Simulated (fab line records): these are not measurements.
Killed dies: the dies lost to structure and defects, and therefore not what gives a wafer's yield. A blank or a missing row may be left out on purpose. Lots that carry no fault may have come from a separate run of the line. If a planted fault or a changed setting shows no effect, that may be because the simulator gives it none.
Which tool did it? | flow sky130 | 13 lots with 39 wafers sampled at 6 steps, on a route of 708 steps

## WHAT THE GAUGES SHOWED, per wafer
No reading from a measuring or inspecting step in the record can be judged against a usual standard deviation.

## WHAT TOOL EACH LOT RAN ON (gives the tool, then ch and the chambers of the sampled wafers, and finally the start)
lot  | SKY_CONTACT_CVD_00              | SKY_CONTACT_COAT_09              | SKY_CONTACT_STRIP_19                | SKY_CONTACT_SPUTTER_23      | SKY_CONTACT_CMP_27            | SKY_PAD_OPEN_PROBE_99
L826 | pecvd-04 ch 1,2, day 30 11:34   | lithoTrack-03 ch 0, day 31 01:00 | plasmaAsher-01 ch 0,1, day 31 15:08 | pvdSputter-02, day 31 15:44 | cmp-01 ch 1,2,3, day 31 16:11 | prober-01, day 45 17:27
L829 | pecvd-02 ch 0,1,2, day 31 11:18 | lithoTrack-03 ch 0, day 32 01:00 | plasmaAsher-03 ch 0,1, day 32 15:32 | pvdSputter-01, day 32 16:06 | cmp-02 ch 0,1, day 32 16:52   | prober-02, day 46 12:39
L830 | pecvd-04 ch 0,1, day 32 03:47   | lithoTrack-03 ch 0, day 32 18:00 | plasmaAsher-03 ch 0,1, day 33 08:23 | pvdSputter-03, day 33 09:06 | cmp-01 ch 2,3, day 33 09:30   | prober-01, day 47 01:28
L831 | pecvd-04 ch 1,2, day 33 07:02   | lithoTrack-04 ch 0, day 33 20:00 | plasmaAsher-04 ch 0,1, day 34 10:35 | pvdSputter-01, day 34 11:13 | cmp-01 ch 0,2, day 34 11:34   | prober-01, day 48 00:41
L832 | pecvd-02 ch 0,2, day 33 10:11   | lithoTrack-03 ch 0, day 34 00:00 | plasmaAsher-04 ch 0,1, day 34 13:16 | pvdSputter-01, day 34 13:58 | cmp-01 ch 1,2, day 34 14:41   | prober-01, day 48 02:05
L834 | pecvd-02 ch 0,1,2, day 33 12:17 | lithoTrack-02 ch 0, day 34 02:00 | plasmaAsher-04 ch 0,1, day 34 15:55 | pvdSputter-03, day 34 16:55 | cmp-01 ch 0,3, day 34 17:16   | prober-02, day 48 03:42
L835 | pecvd-03 ch 0,2, day 33 22:53   | lithoTrack-04 ch 0, day 34 12:00 | plasmaAsher-04 ch 0,1, day 35 01:50 | pvdSputter-01, day 35 02:28 | cmp-01 ch 0,1,2, day 35 02:55 | prober-01, day 48 10:04
L837 | pecvd-03 ch 0,1,2, day 34 14:04 | lithoTrack-02 ch 0, day 35 04:00 | plasmaAsher-03 ch 0,1, day 35 17:49 | pvdSputter-01, day 35 18:27 | cmp-02 ch 1,2,3, day 35 18:49 | prober-01, day 48 20:26
L844 | pecvd-04 ch 0,2, day 36 20:18   | lithoTrack-03 ch 0, day 37 09:00 | plasmaAsher-04 ch 0,1, day 37 22:25 | pvdSputter-01, day 37 23:01 | cmp-02 ch 1,3, day 37 23:22   | prober-02, day 50 07:04
L845 | pecvd-02 ch 0,1, day 37 04:35   | lithoTrack-03 ch 0, day 37 18:00 | plasmaAsher-01 ch 0,1, day 38 07:22 | pvdSputter-03, day 38 07:57 | cmp-01 ch 0,2, day 38 08:21   | prober-01, day 50 14:16
L846 | pecvd-03 ch 0, day 37 08:58     | lithoTrack-04 ch 0, day 37 22:00 | plasmaAsher-03 ch 0,1, day 38 11:01 | pvdSputter-01, day 38 11:37 | cmp-02 ch 0,2, day 38 11:58   | prober-02, day 50 17:18
L847 | pecvd-02 ch 0,2, day 37 09:23   | lithoTrack-03 ch 0, day 37 22:00 | plasmaAsher-03 ch 1, day 38 11:46   | pvdSputter-01, day 38 12:21 | cmp-01 ch 2,3, day 38 12:45   | prober-01, day 50 17:44
L848 | pecvd-04 ch 1,2, day 37 13:03   | lithoTrack-04 ch 0, day 38 02:00 | plasmaAsher-04 ch 0,1, day 38 14:55 | pvdSputter-02, day 38 15:32 | cmp-01 ch 0,3, day 38 15:56   | prober-02, day 50 19:20
- SKY_CONTACT_CVD_00: deposits Si3N4, target thk 75 nm.
- SKY_CONTACT_COAT_09: resist thk 450 nm.
- SKY_CONTACT_STRIP_19: strips in O2/N2.
- SKY_CONTACT_SPUTTER_23: material TiN, target thk 20 nm, time 80 s.
- SKY_CONTACT_CMP_27: polishes, stops on SiO2, t overpolish 15 s, target thk 0 nm.
- SKY_PAD_OPEN_PROBE_99

## WHAT THE TOOLS THEMSELVES READ (means of the sampled wafers that have a number; where no wafer has one, the mark that the record gives instead)
SKY_CONTACT_CVD_00. Usual: heaterPowerW at 762 W, with a standard deviation of 91.
lot  | tool     | heaterPowerW (W) | flag
L826 | pecvd-04 | 847              | 
L829 | pecvd-02 | 747              | 
L830 | pecvd-04 | 775              | 
L831 | pecvd-04 | 782              | 
L832 | pecvd-02 | 687              | 
L834 | pecvd-02 | 740              | 
L835 | pecvd-03 | 906              | 
L837 | pecvd-03 | 722              | 
L844 | pecvd-04 | 781              | 
L845 | pecvd-02 | 743              | 
L846 | pecvd-03 | 719              | 
L847 | pecvd-02 | 705              | 
L848 | pecvd-04 | 783              | 

SKY_CONTACT_STRIP_19. Usual: drypumpMotorCurrentA 5.68 A, standard deviation 0.28; oesProductAu 0.381 a.u., standard deviation 0.0041; stripTimeToEndpointS 3.614 s, standard deviation 0.027.
lot  | tool           | drypumpMotorCurrentA (A) | oesProductAu (a.u.) | stripTimeToEndpointS (s) | flag
L826 | plasmaAsher-01 | 5.37                     | 0.384               | 3.584                    | 
L829 | plasmaAsher-03 | 5.62                     | 0.385               | 3.618                    | 
L830 | plasmaAsher-03 | 5.57                     | 0.379               | 3.597                    | 
L831 | plasmaAsher-04 | 6.08                     | 0.382               | 3.601                    | 
L832 | plasmaAsher-04 | 6.06                     | 0.378               | 3.634                    | 
L834 | plasmaAsher-04 | 5.94                     | 0.381               | 3.626                    | 
L835 | plasmaAsher-04 | 6.07                     | 0.374               | 3.641                    | 
L837 | plasmaAsher-03 | 5.62                     | 0.383               | 3.639                    | 
L844 | plasmaAsher-04 | 5.93                     | 0.372               | 3.375                    | OFF
L845 | plasmaAsher-01 | 5.47                     | 0.375               | 3.426                    | OFF
L846 | plasmaAsher-03 | 5.56                     | 0.383               | 3.597                    | 
L847 | plasmaAsher-03 | 5.48                     | 0.370               | 3.393                    | OFF
L848 | plasmaAsher-04 | 5.93                     | 0.383               | 3.582                    | 

SKY_CONTACT_SPUTTER_23. Usual: throttleValvePct at 30.3 %, with a standard deviation of 1.2.
lot  | tool          | throttleValvePct (%) | flag
L826 | pvdSputter-02 | 29.6                 | 
L829 | pvdSputter-01 | 30.2                 | 
L830 | pvdSputter-03 | 30.7                 | 
L831 | pvdSputter-01 | 31.3                 | 
L832 | pvdSputter-01 | 30.2                 | 
L834 | pvdSputter-03 | 29.8                 | 
L835 | pvdSputter-01 | 30.8                 | 
L837 | pvdSputter-01 | 31.6                 | 
L844 | pvdSputter-01 | 30.9                 | 
L845 | pvdSputter-03 | 30.5                 | 
L846 | pvdSputter-01 | 30.1                 | 
L847 | pvdSputter-01 | 30.7                 | 
L848 | pvdSputter-02 | 29.1                 | 

SKY_CONTACT_CMP_27. Usual: motorCurrentA 10.8 A, standard deviation 1.4; overpolishRunS 15.000 s, standard deviation 0.0091; timeToEndpointS 82.0 s, standard deviation 2.6.
lot  | tool   | motorCurrentA (A) | overpolishRunS (s) | timeToEndpointS (s) | flag
L826 | cmp-01 | 10.9              | 14.996             | 81.5                | 
L829 | cmp-02 | 11.2              | 14.999             | 83.9                | 
L830 | cmp-01 | 9.6               | 15.004             | 84.0                | 
L831 | cmp-01 | 9.3               | 14.993             | 80.3                | 
L832 | cmp-01 | 10.1              | 15.002             | 82.2                | 
L834 | cmp-01 | 10.6              | 15.000             | 81.3                | 
L835 | cmp-01 | 10.4              | 15.003             | 83.6                | 
L837 | cmp-02 | 11.0              | 14.993             | 78.7                | 
L844 | cmp-02 | 11.6              | 15.010             | 80.7                | 
L845 | cmp-01 | 9.2               | 14.996             | 79.7                | 
L846 | cmp-02 | 10.9              | 14.997             | 81.6                | 
L847 | cmp-01 | 9.4               | 15.008             | 81.9                | 
L848 | cmp-01 | 10.2              | 15.009             | 82.1                | 

SKY_PAD_OPEN_PROBE_99. Usual: killed_at_M0_to_M3 45, standard deviation 6.9; killed_at_M4_up 3.0, standard deviation 1.7; killedAtContacts 25, standard deviation 5.6; killedAtFrontEnd 15, standard deviation 4.2; killedAtOther 0.3, standard deviation 0.55; killedDies 89, standard deviation 9.6; killedOpen 49, standard deviation 7.2; killedShort 39, standard deviation 6.5.
lot  | tool      | killed_at_M0_to_M3 | killed_at_M4_up | killedAtContacts | killedAtFrontEnd | killedAtOther | killedDies | killedOpen | killedShort | flag
L826 | prober-01 | 42                 | 3.7             | 26               | 13               | 0.0           | 85         | 45         | 40          | 
L829 | prober-02 | 45                 | 3.3             | 27               | 19               | 0.3           | 95         | 53         | 42          | 
L830 | prober-01 | 36                 | 3.7             | 21               | 14               | 0.0           | 74         | 43         | 31          | 
L831 | prober-01 | 45                 | 2.7             | 21               | 14               | 0.7           | 84         | 46         | 37          | 
L832 | prober-01 | 47                 | 2.0             | 27               | 13               | 0.0           | 89         | 48         | 40          | 
L834 | prober-02 | 38                 | 3.0             | 22               | 12               | 0.0           | 74         | 39         | 35          | 
L835 | prober-01 | 46                 | 3.3             | 24               | 16               | 0.0           | 89         | 50         | 38          | 
L837 | prober-01 | 44                 | 3.0             | 28               | 16               | 0.0           | 91         | 55         | 37          | 
L844 | prober-02 | 44                 | 3.3             | 27               | 15               | 0.0           | 90         | 47         | 41          | 
L845 | prober-01 | 48                 | 2.3             | 27               | 13               | 0.0           | 91         | 46         | 44          | 
L846 | prober-02 | 49                 | 3.3             | 21               | 16               | 1.3           | 92         | 53         | 38          | 
L847 | prober-01 | 43                 | 3.0             | 25               | 16               | 0.0           | 87         | 51         | 35          | 
L848 | prober-02 | 43                 | 2.0             | 23               | 11               | 0.7           | 79         | 45         | 33          | 

## THE ANSWER, worked out from the rows above alone
Rule: lot off if the mean of its wafers having a number is beyond 3 standard deviations from the usual mean. A lot without any number at a reading at which 4 lots or more have one is off too. Any other lot the step has rows for is counted as sound. Order of review: gauges by route order, followed by the tools' own readings, for which a lot's mean as printed above is used. The first step at which some lot is off is used, and at that step the reading that is off furthest; a lot without a number counts as furthest.
Off at SKY_CONTACT_STRIP_19 (stripTimeToEndpointS): L844, L845, L847.
If a tool, at that step or one of the process steps before it, ran each lot that is off and ran no sound lot following the first of them, it fits. One fits: lithoTrack-03 at SKY_CONTACT_COAT_09. Its last sound lot is L832 (day 34 00:00), its first lot that is off L844 (day 37 09:00): a fault that began between those two fits.

## WHAT WAS PUT IN BY THE SIMULATOR
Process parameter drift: lithoTrack-03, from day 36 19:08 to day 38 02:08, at SKY_CONTACT_COAT_09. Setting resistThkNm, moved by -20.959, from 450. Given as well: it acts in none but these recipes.
Lots struck among those shown: L844, L845, L847. The rule above reached the same finding.
